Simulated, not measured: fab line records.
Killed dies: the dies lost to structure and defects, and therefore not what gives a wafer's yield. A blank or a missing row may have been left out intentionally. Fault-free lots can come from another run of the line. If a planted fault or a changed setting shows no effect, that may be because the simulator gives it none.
2 desks, one fault | flow gf180mcu | each desk holds nothing but its own numbers, with what lay behind them at the end

THE TOOL OWNER'S DESK: hdpcvd-02
The tool's own readings at GF_CONTACT_CVD_00 (deposits SiO2, target thk 300 nm, time 50 s): means of the sampled wafers that have a number, for each lot that ran on this tool. A lot is out of limits, marked OUT, if its mean lies more than 4 standard deviations from the usual mean; the brackets give that distance.
Columns: A = sih4 flow sccm at GF_CONTACT_CVD_00, usual 60.02 sccm
lot  | first seen here | A
L283 | day 16 22:29    | 60.08
L284 | day 17 15:26    | 59.98
L286 | day 17 18:42    | 60.00
L289 | day 18 22:40    | 60.00
L291 | day 19 17:29    | 59.97
L296 | day 21 10:14    | 60.06
L299 | day 22 07:13    | 30.08 (-99 or more) OUT
L302 | day 23 09:20    | 29.98 (-99 or more) OUT
Finding of this desk: L299, L302 out of limits; the first was L299 at day 22 07:13, on sih4 flow sccm at GF_CONTACT_CVD_00. L283, L284, L286, L289, L291, L296: within limits.

METROLOGY DESK
Means of the sampled wafers that have a number, per lot and without regard to the tool the lot ran on: this is what the gauges read. A lot is out of limits, marked OUT, if its mean lies more than 4 standard deviations from the usual mean; the brackets give that distance.
Columns: A = CONTACT_CVD_00_THK at GF_CONTACT_THK_MEAS_01, usual 299.1 nm
lot  | first seen here | A
L280 | day 15 16:49    | 300.6
L282 | day 16 18:06    | 299.9
L283 | day 16 22:33    | 299.7
L285 | day 17 11:47    | 298.4
L284 | day 17 15:29    | 299.5
L286 | day 17 18:45    | 300.2
L289 | day 18 22:44    | 297.6
L291 | day 19 17:32    | 298.0
L292 | day 20 01:52    | 301.9
L293 | day 20 06:54    | 299.3
L295 | day 21 06:10    | 299.0
L296 | day 21 10:17    | 300.5
L299 | day 22 07:16    | 150.8 (-59) OUT
L302 | day 23 09:23    | 154.4 (-58) OUT
Finding of this desk: L299, L302 out of limits, first seen on L299 at day 22 07:16 (CONTACT_CVD_00_THK at GF_CONTACT_THK_MEAS_01). L280, L282, L283, L285, L284, L286, L289, L291, L292, L293, L295, L296: within limits.

BROUGHT TOGETHER
The tool owner's desk had the chance to raise an alarm at day 22 07:13 on L299, L302.
L299, L302 would have let the metrology desk raise an alarm at day 22 07:16.
The lots listed all ran GF_CONTACT_CVD_00 on hdpcvd-02.

WHAT WAS PUT IN BY THE SIMULATOR
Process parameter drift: hdpcvd-02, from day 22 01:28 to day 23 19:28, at GF_CONTACT_CVD_00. The setting sih4 flow sccm was moved by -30, starting from 60. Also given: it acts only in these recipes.
Lots struck among those shown: L299, L302.
Fault start to first reading out of limits, in hours, per desk: tool owner, 6; metrology, 6.
